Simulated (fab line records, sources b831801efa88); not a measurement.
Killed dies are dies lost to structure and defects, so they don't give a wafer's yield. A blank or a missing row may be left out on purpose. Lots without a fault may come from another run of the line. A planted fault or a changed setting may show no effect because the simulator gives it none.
A struck lot beside a sound one | flow sky130 | 17 steps out of a route of 708
Sound: wafers L823.3, L823.4, L823.5. Struck: wafers L838.1, L838.3, L838.4. The cause comes at the end.
At each step with rows: each side's tool, then ch and its chambers, then its first start. Under that, the readings that differ: sound wafers | struck wafers | difference of the means | sigmas: that difference in standard deviations of wafers without a fault.
alike: readings whose means differ by less than 2 such deviations, and words and numbers that are the same on both sides. not compared: withheld readings, readings that some wafer has no value for, bounds like >300 that may hide the same value, and numbers for which the record gives no deviation and whose values overlap.
The two part at a step that has a row with sigmas, a row that says differs or no value, or rows on one side only. Numbers that don't overlap but have no deviation are shown without sigmas and don't part them. A reading that every wafer of one side lacks parts them only if that side has two wafers or more.

SKY_LOCAL_INTERCONNECT_RS_MEAS_01: measures by four-point-probe.
  sound on film_metro-02, day 29 01:51; struck on film_metro-02, day 34 00:41
  alike: LOCAL_INTERCONNECT_TIN_RS
SKY_LOCAL_INTERCONNECT_THK_MEAS_02: measures by xrf.
  sound on film_metro-02, day 29 01:57; struck on film_metro-02, day 34 00:48
  alike: LOCAL_INTERCONNECT_TIN_THK
then, 8 steps without rows for these wafers: SKY_LOCAL_INTERCONNECT_DEHYDRATE_03 (time 60 s); SKY_LOCAL_INTERCONNECT_HMDS_04 (prime time 60 s); SKY_LOCAL_INTERCONNECT_COAT_05 (resist thk 60 nm); SKY_LOCAL_INTERCONNECT_COAT_06 (resist thk 450 nm); SKY_LOCAL_INTERCONNECT_SOFTBAKE_07 (time 90 s); SKY_LOCAL_INTERCONNECT_EXPOSE_08 (exposes mask LI1M, target cd 170 nm); SKY_LOCAL_INTERCONNECT_PEB_09; SKY_LOCAL_INTERCONNECT_DEVELOP_10 (develop time 60 s).
SKY_LOCAL_INTERCONNECT_CD_MEAS_11: target cd 170 nm.
  sound on cd_sem-01, day 30 07:10; struck on cd_sem-02, day 35 03:07
  alike: cd_nm
SKY_LOCAL_INTERCONNECT_OVL_MEAS_12:
  sound on overlay-02, day 30 07:16; struck on overlay-02, day 35 03:14
  alike: LOCAL_INTERCONNECT_OVL
SKY_LOCAL_INTERCONNECT_ETCH_13: etches BARC in N2/H2, stops on SiO2, time 45.9 s, target depth 60 nm.
  sound on rie_metal-03 ch 0,1, day 30 07:19; struck on rie_metal-04 ch 0,1, day 35 03:16
  no value came back on the struck wafers for any of 5 readings (bias_w (W), chamber_pressure_mTorr (mTorr) and others); on the sound wafers bias_w (W) reads 100.03 99.48 99.94
  reading                                                   | sound             | struck            | difference | sigmas
  model.KrF-thick_of_LOCAL_INTERCONNECT_COAT_06.thk_nm (nm) | 393.7 392.7 394.7 | 436.1 435.7 434.6 | +41.8      |
  not compared: rf_hours_counter_h
SKY_LOCAL_INTERCONNECT_METAL_ETCH_14: etches TiN in Cl2/BCl3, stops on PSG, target depth 110 nm, time 31.4 s.
  sound on rie_metal-03 ch 0,1, day 30 07:22; struck on rie_metal-04 ch 0,1, day 35 03:20
  reading                                                   | sound                | struck               | difference | sigmas
  oes_product_au (a.u.)                                     | 0.961 0.957 0.951    | 0.375 0.371 0.382    | -0.580     | -60
  throttle_valve_pct (%)                                    | 21.900 21.889 21.892 | 22.259 22.266 22.266 | +0.370     | +37
  model.KrF-thick_of_LOCAL_INTERCONNECT_COAT_06.thk_nm (nm) | 350.6 348.4 351.1    | 392.4 392.4 390.8    | +41.8      |
  alike: bcl3_flow_sccm, bias_w, drypump_motor_current_A
  not compared: rf_hours_counter_h
SKY_LOCAL_INTERCONNECT_STRIP_15: strips in O2/N2.
  sound on plasma_asher-01 ch 0,1, day 30 07:26; struck on plasma_asher-04 ch 0,1, day 35 03:23
  reading                      | sound             | struck            | difference | sigmas
  oes_product_au (a.u.)        | 0.433 0.428 0.428 | 0.446 0.450 0.443 | +0.017     | +4
  strip_time_to_endpoint_s (s) | 4.744 4.722 4.738 | 5.172 5.165 5.156 | +0.430     | +23
  alike: drypump_motor_current_A
  not compared: rf_hours_counter_h
then, 1 step without rows for these wafers: SKY_LOCAL_INTERCONNECT_STRIP_16 (strips in post etch residue remover, time 1200 s).
-- the record jumps here: 14 days lie between the struck wafers' starts before and after (it left off in module LOCAL_INTERCONNECT and takes up again in module PAD_OPEN, whose first step shown is number 708 of the route) --
SKY_PAD_OPEN_PROBE_99:
  the record has rows for the struck wafers here (prober-02, day 49 06:44) and none for the sound ones

WHERE THEY PART
First at SKY_LOCAL_INTERCONNECT_ETCH_13; last, within this record, at SKY_PAD_OPEN_PROBE_99.

WHY: what the simulator had put in
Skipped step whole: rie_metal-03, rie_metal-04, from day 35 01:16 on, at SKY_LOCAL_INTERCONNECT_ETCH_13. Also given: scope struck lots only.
